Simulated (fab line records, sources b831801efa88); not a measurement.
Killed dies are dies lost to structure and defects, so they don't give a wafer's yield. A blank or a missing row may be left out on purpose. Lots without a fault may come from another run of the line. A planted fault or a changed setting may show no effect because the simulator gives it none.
Which tool did it? | flow gf180mcu | 6 lots, 18 wafers sampled, at 2 steps of a route of 602

WHAT THE GAUGES READ, wafer by wafer
GF_V5_OVL_MEAS_15.
lot  | measured     | on         | V5_OVL (nm)
L279 | day 27 23:40 | overlay-02 | 2 3 1
L282 | day 28 17:21 | overlay-01 | 1 0 1
L284 | day 29 07:15 | overlay-01 | -12 -5 -3
L287 | day 30 02:27 | overlay-01 | -4 -5 -4
L290 | day 31 08:09 | overlay-01 | -4 -3 4
L299 | day 33 17:42 | overlay-01 | -4 -1 3

WHICH TOOL RAN EACH LOT (tool, then ch and the chambers of the sampled wafers, then the start)
lot  | GF_V3_STRIP_18
L279 | plasma_asher-03 ch 0,1, day 23 05:14
L282 | plasma_asher-03 ch 0,1, day 24 02:19
L284 | plasma_asher-03 ch 0,1, day 24 19:11
L287 | plasma_asher-04 ch 0,1, day 25 16:53
L290 | plasma_asher-03 ch 0,1, day 27 02:31
L299 | plasma_asher-04 ch 0,1, day 29 23:19
- GF_V3_STRIP_18: strips in O2/N2.

THE ANSWER, worked out from the rows above alone
Rule: what is usual is taken from the lots themselves. Put in order of their means at a reading, lots are off if they are a third of the lots or fewer, leave a main group of 4 or more, and stand apart from it by a gap of 3 or more times the standard deviation of the main group's means; of several such gaps the widest counts. A main group whose means are all the same, to the digits that the tables above print for the reading, isn't used. A lot without any number at a reading at which 4 lots or more have one is off too. The other lots that the step has rows for count as sound.
No lot is off at any reading shown: from this, nothing can be told.

WHAT THE SIMULATOR HAD PUT IN
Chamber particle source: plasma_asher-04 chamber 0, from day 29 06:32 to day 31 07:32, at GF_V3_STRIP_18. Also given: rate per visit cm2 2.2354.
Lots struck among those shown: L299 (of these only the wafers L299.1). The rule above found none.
